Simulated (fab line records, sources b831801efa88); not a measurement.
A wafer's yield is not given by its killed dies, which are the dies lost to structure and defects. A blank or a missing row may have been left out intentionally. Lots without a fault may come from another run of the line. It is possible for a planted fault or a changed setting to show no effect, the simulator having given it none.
Which tool did it? -- flow sfq_line -- 48 wafers sampled from 16 lots at 1 step of a route of 325

## WHAT THE GAUGES READ, wafer by wafer
Not one reading of a measure or inspect step in the record can be checked against a usual standard deviation.

## TOOL THAT RAN EACH LOT (tool first, then ch and the chambers of the sampled wafers, then the start)
lot,SFQ_TRILAYER_I1_VIA_LITHO_EXPOSE_050
L759,"krf_scanner-01 ch 0, day 25 19:44"
L761,"krf_scanner-01 ch 0, day 26 04:08"
L762,"krf_scanner-02 ch 0, day 27 06:40"
L763,"krf_scanner-02 ch 0, day 27 21:16"
L765,"krf_scanner-01 ch 0, day 28 10:23"
L766,"krf_scanner-02 ch 0, day 28 19:07"
L767,"krf_scanner-02 ch 0, day 29 02:43"
L768,"krf_scanner-02 ch 0, day 29 13:07"
L769,"krf_scanner-02 ch 0, day 29 21:19"
L771,"krf_scanner-01 ch 0, day 30 19:59"
L775,"krf_scanner-01 ch 0, day 32 02:47"
L776,"krf_scanner-01 ch 0, day 34 00:47"
L778,"krf_scanner-01 ch 0, day 39 16:51"
L779,"krf_scanner-01 ch 0, day 39 22:51"
L780,"krf_scanner-01 ch 0, day 40 08:03"
L781,"krf_scanner-01 ch 0, day 41 00:51"
- SFQ_TRILAYER_I1_VIA_LITHO_EXPOSE_050: exposes mask I1, target cd 500 nm.

## AS READ BY THE TOOLS THEMSELVES (means over the sampled wafers that have a number; for cases with no such wafer, the mark the record gives instead)
SFQ_TRILAYER_I1_VIA_LITHO_EXPOSE_050.
lot,tool,exposure_dose_mJ_cm2,reticle_temp_C (C),stage_vel_mm_s (mm/s)
L759,krf_scanner-01,21.283,23.00,499.97
L761,krf_scanner-01,21.316,23.25,500.06
L762,krf_scanner-02,21.286,23.02,499.96
L763,krf_scanner-02,21.318,23.11,499.90
L765,krf_scanner-01,21.305,23.04,499.93
L766,krf_scanner-02,21.923,22.95,499.84
L767,krf_scanner-02,21.951,23.10,500.12
L768,krf_scanner-02,21.928,23.08,499.93
L769,krf_scanner-02,21.927,22.93,499.93
L771,krf_scanner-01,21.299,23.01,500.20
L775,krf_scanner-01,21.325,22.95,500.07
L776,krf_scanner-01,21.300,22.95,500.32
L778,krf_scanner-01,21.299,22.88,500.07
L779,krf_scanner-01,21.312,22.99,499.88
L780,krf_scanner-01,21.318,22.99,499.82
L781,krf_scanner-01,21.307,22.76,499.99

## THE ANSWER, worked out from the rows above alone
Rule: usual is defined by the lots themselves. The widest of any qualifying gaps counts: lots, ordered by their means at a reading, are off when they make up no more than a third of the lots, leave a main group of 4 or more, and stand apart from it by 3 or more times the standard deviation of that group's means. A main group whose means are all the same, to the digits that the tables above print for the reading, isn't used. Also off: a lot with no number at a reading for which 4 or more lots have one. Any other lot the step has rows for is counted as sound. First the gauges in route order, then the tools' own readings, where a lot's mean is used as printed above. At the first step where some lot is off, the reading lying furthest off is the one used; lots without a number count as furthest.
Off: L766, L767, L768, L769 (SFQ_TRILAYER_I1_VIA_LITHO_EXPOSE_050, exposure_dose_mJ_cm2). The main group: mean 21.306, standard deviation 0.012.
If a tool, at that step or one of the process steps before it, ran each lot that is off and ran no sound lot following the first of them, it fits. One candidate fits, namely krf_scanner-02 at SFQ_TRILAYER_I1_VIA_LITHO_EXPOSE_050. Its last sound lot is L763 (day 27 21:16), its first lot that is off L766 (day 28 19:07): a fault that began between those two fits.
The tool's own readings at SFQ_TRILAYER_I1_VIA_LITHO_EXPOSE_050 bear it out: on the lots that are off they differ by more than 5 times the standard deviation of the sound lots' means. exposure_dose_mJ_cm2 reads 21.932 there against 21.306 on the sound lots.

## WHAT THE SIMULATOR HAD PUT IN
Drift in process parameters on krf_scanner-02 at SFQ_TRILAYER_I1_VIA_LITHO_EXPOSE_050, starting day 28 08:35. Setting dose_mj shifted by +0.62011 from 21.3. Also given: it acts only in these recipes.
Struck lots among those shown: L766, L767, L768, L769. The rule above found the same.
